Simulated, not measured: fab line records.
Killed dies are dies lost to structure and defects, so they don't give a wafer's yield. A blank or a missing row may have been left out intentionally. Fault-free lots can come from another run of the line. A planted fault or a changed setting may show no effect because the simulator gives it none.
Problem report, 8D (eight disciplines) form, completed by code ; flow sky130 ; the parts of the form that need people (team, actions taken, sign-off) are left out

== 1. THE PROBLEM ==
chamber_pressure_pa at SKY_VIA2_SPUTTER_20 reads a mean of 5.275 Pa on 2 wafers of 1 lot; wafers without a fault read 5.000 Pa with a standard deviation of 0.01. That puts it +27 standard deviations away from the usual mean.
The step: material TiN, target thk 20 nm, time 80 s.
Seen first at day 40 08:46 on pvd_sputter-03, wafer L569.1. The record holds 39 wafers of 13 lots with a number at this step. Rule for "out", or "out of limits": more than 4 standard deviations from the usual mean. The rest of the wafers with a number are treated as sound.

== 2. WHAT IT IS; WHAT IT IS NOT ==
question;is;is not
which readings at this step;chamber_pressure_pa;throttle_valve_pct
which lots;L569;L556, L557, L558, L559, L560, L562, L563, L565, L568, L570, L571, L576
which wafers of those lots;L569.1, L569.6;L569.4
read on which tools;pvd_sputter-03;pvd_sputter-01, pvd_sputter-02
when;from day 40 08:46;"up to then (28 sound wafers); but 9 sound wafers of L570, L571, L576 came after"

== 3. SUSPECTS, AND WHAT RULES EACH OUT ==
Counting: any tool at a process step up to the reading remains a suspect provided it ran every lot that is out. Sound lots after the first of them don't rule it out here, since some wafers of a struck lot are sound.
- pvd_sputter-03 at SKY_VIA2_SPUTTER_20 (material TiN, target thk 20 nm, time 80 s): kept. The lot that is out, L569, ran on it at day 40 08:46; the last sound lot it ran before that was L565, at day 39 09:07. Its own readings are out on those wafers: chamber_pressure_pa.
Remaining after the count: pvd_sputter-03 at SKY_VIA2_SPUTTER_20.

== 4. THE CAUSE (what the simulator had put in) ==
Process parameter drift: pvd_sputter-03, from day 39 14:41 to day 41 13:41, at SKY_VIA2_SPUTTER_20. Setting chamber_pressure_pa, moved by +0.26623, from 5. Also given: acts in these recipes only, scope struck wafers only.
After counting, this tool was the only one left.

== 5. THE CHAIN OF EFFECTS, in route order ==
Rows list readings where the struck wafers' mean (over those with a number) sits beyond 3 standard deviations from the usual. Only readings whose record carries a usual standard deviation are examined. hours: median over the lots of the time between each lot's start at the first step of this table that gives one and its start at this step. sigmas: the change, counted in usual standard deviations.
hours;step;reading;usual;on struck wafers;change;sigmas
0;SKY_VIA2_SPUTTER_20;chamber_pressure_pa;5.000 Pa;5.275;+0.275;+27
Its process steps:
- SKY_VIA2_SPUTTER_20: material TiN, target thk 20 nm, time 80 s.
At these later measuring or inspecting steps, every struck wafer for which the step has a row has a number for every such reading, and none has moved that far: SKY_CAPM_THK_MEAS_01.

== 6. WHAT WOULD HAVE CAUGHT IT SOONER ==
In this record no reading fell out of limits until day 40 08:46, 18 hours after the fault had begun at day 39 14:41.
